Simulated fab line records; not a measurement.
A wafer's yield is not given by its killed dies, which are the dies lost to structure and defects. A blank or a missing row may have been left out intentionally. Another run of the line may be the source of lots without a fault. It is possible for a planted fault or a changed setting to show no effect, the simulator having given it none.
Comparing a struck lot with a sound one + flow sfq_line + 41 out of 325 route steps
Sound: wafers L165.4, L165.5, L165.6. Struck: wafers L175.3, L175.6 (left out: L175.2, a lot-mate that was not struck); the cause follows at the end.
At each step with rows: each side's tool, then ch and its chambers, then its first start. Under that, the readings that differ: sound wafers + struck wafers + difference of the means + sigmas: that difference in standard deviations of wafers without a fault.
alike: a reading whose means differ by less than 2 such deviations, as well as words and numbers matching on both sides. not compared: withheld readings; readings where some wafer has no value; bounds like >300 that might hide an equal value; numbers whose values overlap and for which the record gives no deviation.
The two part at a step that has a row with sigmas, a row that says differs or no value, or rows on one side only. Non-overlapping numbers with no deviation appear without sigmas and do not part them. Lack of a reading on every wafer of one side parts them only where that side has two or more wafers.

first, 6 steps without rows for these wafers: SFQ_TRILAYER_I3_VIA_LITHO_COAT_090 (resist thk 62 nm); SFQ_TRILAYER_I3_VIA_LITHO_COAT_085 (resist thk 650 nm); SFQ_TRILAYER_I3_VIA_LITHO_SOFTBAKE_089; SFQ_TRILAYER_I3_VIA_LITHO_EXPOSE_086 (exposes mask I3, target cd 500 nm); SFQ_TRILAYER_I3_VIA_LITHO_PEB_088 (peb time 60 s); SFQ_TRILAYER_I3_VIA_LITHO_DEVELOP_087 (time 60 s).
SFQ_I3_OVL_MEAS_923:
  sound on overlay-01 at day 49 13:29; struck on overlay-02 at day 53 13:06
  alike: I3_OVL
then, 1 step without rows for these wafers: SFQ_TRILAYER_I3_VIA_BARC_OPEN_VIA_ETCH_121 (etches BARC in O2, target depth 125 nm, time 41.7 s).
SFQ_TRILAYER_I3_VIA_ETCH_VIA_ETCH_088: etches SiO2 in CHF3, stops on Nb, target depth 260 nm.
  sound on rie_diel-01 ch 1,2, day 49 13:33; struck on rie_diel-02 ch 2,3, day 53 13:10
  alike: drypump_motor_current_A, oes_product_au
then, 3 steps without rows for these wafers: SFQ_TRILAYER_I3_VIA_STRIP_STRIP_089 (strips in O2); SFQ_TRILAYER_I3_VIA_STRIP_SOLV_CLEAN_090 (cleans in NMP, time 600 s); SFQ_TRILAYER_M4_DEP_PRE_CLEAN_092 (time 22.5 s).
SFQ_TRILAYER_M4_DEP_SPUTTER_091: material Nb, target thk 200 nm, time 133.3 s.
  sound on pvd_sputter-04 at day 49 14:28; struck on pvd_sputter-04 at day 53 14:16
| reading                                             | sound             | struck    | difference | sigmas |
|-----------------------------------------------------|-------------------|-----------|------------|--------|
| model.Nb_of_TRILAYER_M4_DEP_SPUTTER_091.thk_nm (nm) | 199.9 197.9 198.4 | 157.2 159 | -40.6      |        |
  alike: throttle_valve_pct
SFQ_M4_RS_MEAS_924: measurement is done with a four-point probe.
  sound on film_metro-01 at day 49 14:37; struck on film_metro-03 at day 53 14:40
| reading           | sound             | struck      | difference | sigmas |
|-------------------|-------------------|-------------|------------|--------|
| M4_NB_RS (ohm/sq) | 0.892 0.902 0.899 | 1.134 1.121 | +0.230     | +26    |
  not compared: hold
then, 5 steps without rows for these wafers: SFQ_TRILAYER_M4_LITHO_COAT_093 (resist thk 600 nm); SFQ_TRILAYER_M4_LITHO_SOFTBAKE_097; SFQ_TRILAYER_M4_LITHO_EXPOSE_094 (exposes mask M4, target cd 500 nm); SFQ_TRILAYER_M4_LITHO_PEB_096 (peb time 60 s); SFQ_TRILAYER_M4_LITHO_DEVELOP_095 (time 60 s).
-- the record jumps here: 5 days lie between the struck wafers' starts before and after --
SFQ_M4_OVL_MEAS_926:
  sound on overlay-01 at day 49 18:17; struck on overlay-02 at day 58 23:21
  alike: M4_OVL
SFQ_TRILAYER_M4_BARC_OPEN_METAL_ETCH_123: etches BARC in O2, target depth 125 nm, time 41.7 s.
  sound on rie_metal-01 ch 0,1, day 49 18:20; struck on rie_metal-03 ch 0,1, day 58 23:23
  alike: drypump_motor_current_A, he_backside_leak_sccm, oes_product_au
  not compared: rf_hours_counter_h
SFQ_TRILAYER_M4_ETCH_METAL_ETCH_096: etches Nb in Cl2/Ar, stops on SiO2, target depth 240 nm, time 120 s.
  sound on rie_metal-01 ch 0,1, day 49 18:25; struck on rie_metal-03 ch 0,1, day 58 23:26
| reading               | sound             | struck      | difference | sigmas |
|-----------------------|-------------------|-------------|------------|--------|
| oes_product_au (a.u.) | 0.893 0.890 0.895 | 0.781 0.782 | -0.111     | -17    |
  alike: drypump_motor_current_A, he_backside_leak_sccm
  not compared: rf_hours_counter_h
then, 2 steps without rows for these wafers: SFQ_TRILAYER_M4_STRIP_STRIP_097 (strips in O2); SFQ_TRILAYER_M4_STRIP_SOLV_CLEAN_098 (cleans in NMP, time 600 s).
SFQ_TRILAYER_I4_DEP_PECVD_099: deposits SiO2 from SiH4/N2O, time 111.11 s, target thk 500 nm.
  sound on pecvd-02 ch 0,1,2, day 49 19:19; struck on pecvd-01 ch 0,2, day 59 00:20
  alike: heater_power_w, throttle_valve_pct
SFQ_TRILAYER_I4_CMP_CMP_100: polishes SiO2.
  sound on cmp-01 ch 1,2, day 49 20:35; struck on cmp-01 ch 0,3, day 59 00:25
  alike: motor_current_A, time_to_endpoint_s
SFQ_I4_BOW_MEAS_927:
  sound on film_metro-01 at day 49 23:08; struck on film_metro-04 at day 59 03:26
  alike: I4_BOW
then, 7 steps without rows for these wafers: SFQ_TRILAYER_I4_METRO_MEASURE_101; SFQ_TRILAYER_I4_VIA_LITHO_COAT_108 (resist thk 62 nm); SFQ_TRILAYER_I4_VIA_LITHO_COAT_103 (resist thk 650 nm); SFQ_TRILAYER_I4_VIA_LITHO_SOFTBAKE_107; SFQ_TRILAYER_I4_VIA_LITHO_EXPOSE_104 (exposes mask I4, target cd 700 nm); SFQ_TRILAYER_I4_VIA_LITHO_PEB_106 (peb time 60 s); SFQ_TRILAYER_I4_VIA_LITHO_DEVELOP_105 (time 60 s).
-- the record jumps here: 6 days lie between the struck wafers' starts before and after --
SFQ_I4_OVL_MEAS_928:
  sound on overlay-01 at day 54 16:30; struck on overlay-02 at day 64 17:23
  alike: I4_OVL
SFQ_TRILAYER_I4_VIA_BARC_OPEN_VIA_ETCH_146: etches BARC in O2, target depth 125 nm, time 41.7 s.
  sound on rie_diel-04 ch 1,2,3, day 54 16:31; struck on rie_diel-04 ch 1, day 64 17:25
  alike: drypump_motor_current_A, oes_product_au
  not compared: rf_hours_counter_h
then, 4 steps without rows for these wafers: SFQ_TRILAYER_I4_VIA_ETCH_VIA_ETCH_106 (etches SiO2 in CHF3, stops on Nb, target depth 260 nm); SFQ_TRILAYER_I4_VIA_STRIP_STRIP_107 (strips in O2); SFQ_TRILAYER_I4_VIA_STRIP_SOLV_CLEAN_108 (cleans in NMP, time 600 s); SFQ_TRILAYER_JJ_TRILAYER_DEP_PRE_CLEAN_113 (time 22.5 s).
-- the record jumps here: 27 days lie between the struck wafers' starts before and after --
SFQ_M8_BOW_MEAS_951:
  sound on film_metro-04 at day 88 20:16; struck on film_metro-04 at day 91 11:22
| reading                 | sound                | struck      | difference | sigmas |
|-------------------------|----------------------|-------------|------------|--------|
| model.etest.m4.ohm_um   | 1.772 1.791 1.786    | 2.26 2.24   | +0.47      |        |
| model.etest.i3.link_ohm | 1.969 1.967 1.981    | 2.254 2.248 | +0.279     |        |
| model.etest.i4.link_ohm | 2.171 2.174 2.175    | 2.43 2.41   | +0.25      |        |
| model.etest.m4.ohm_sq   | 0.8909 0.9001 0.8976 | 1.133 1.12  | +0.230     |        |
  alike: M8_BOW

WHERE THEY PART
At SFQ_M4_RS_MEAS_924 first; at SFQ_TRILAYER_M4_ETCH_METAL_ETCH_096 last (within this record only). Later steps at which nothing parts them and some readings are alike: SFQ_TRILAYER_I4_DEP_PECVD_099, SFQ_TRILAYER_I4_CMP_CMP_100, SFQ_I4_BOW_MEAS_927, SFQ_I4_OVL_MEAS_928, SFQ_TRILAYER_I4_VIA_BARC_OPEN_VIA_ETCH_146, SFQ_M8_BOW_MEAS_951.

WHY: what the simulator had put in
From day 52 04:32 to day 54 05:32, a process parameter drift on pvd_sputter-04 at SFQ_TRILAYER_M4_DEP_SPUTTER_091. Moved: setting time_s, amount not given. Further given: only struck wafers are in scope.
